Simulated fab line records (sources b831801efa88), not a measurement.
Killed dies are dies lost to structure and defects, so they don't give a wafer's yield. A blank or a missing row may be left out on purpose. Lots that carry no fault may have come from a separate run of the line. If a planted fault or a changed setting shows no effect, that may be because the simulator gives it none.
Matching of chambers :: flow sky130 :: SKY_METAL3_ETCH_17 on rie diel-02: 4 sister chambers
The step etches SiO2 in C4F8/O2/Ar, stops on TiN, time 3.9 s, target depth 15 nm. 4 wafers are shown with their chamber, then 6 later ones without.

## WAFERS WITH THEIR CHAMBER
wafer: L120.1
chamber: 0
oes product au (a.u.): 0.744

wafer: L127.4
chamber: 3
oes product au (a.u.): 0.757

wafer: L127.5
chamber: 2
oes product au (a.u.): 0.758

wafer: L127.6
chamber: 1
oes product au (a.u.): 0.757

## WAFERS MISSING THEIR CHAMBER
wafer: L131.2
oes product au (a.u.): 0.747

wafer: L131.4
oes product au (a.u.): 0.751

wafer: L131.5
oes product au (a.u.): 0.754

wafer: L134.1
oes product au (a.u.): 0.756

wafer: L134.3
oes product au (a.u.): 0.751

wafer: L134.6
oes product au (a.u.): 0.756

## WHICH CHAMBER EACH WENT THROUGH
wafer: L131.2
from the rows above: can't be placed: 0 or 1 or 3
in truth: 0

wafer: L131.4
from the rows above: can't be placed: 1 or 3 or 0 or 2
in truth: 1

wafer: L131.5
from the rows above: can't be placed: 1 or 3 or 2 or 0
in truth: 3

wafer: L134.1
from the rows above: can't be placed: 1 or 3 or 2
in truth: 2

wafer: L134.3
from the rows above: can't be placed: 1 or 3 or 0 or 2
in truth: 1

wafer: L134.6
from the rows above: can't be placed: 1 or 3 or 2
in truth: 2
Placed correctly: 0 of 6. From these rows, 6 cannot be placed; in 6 the true chamber is one of the candidates. Number placed wrongly: 0.
How it was worked out, from the rows above alone: a wafer's distance from a chamber is the root of the sum, over the readings, of the square of ((its reading less the chamber's mean) divided by the reading's scatter). The wafer belongs to the nearest chamber; if the next one is less than 2 further off, it can't be placed. The mean given for a chamber averages the wafers shown for that chamber. The scatter: with one shown wafer a chamber, the root of the mean of the squares of how far each hidden wafer lies from its nearest shown one.
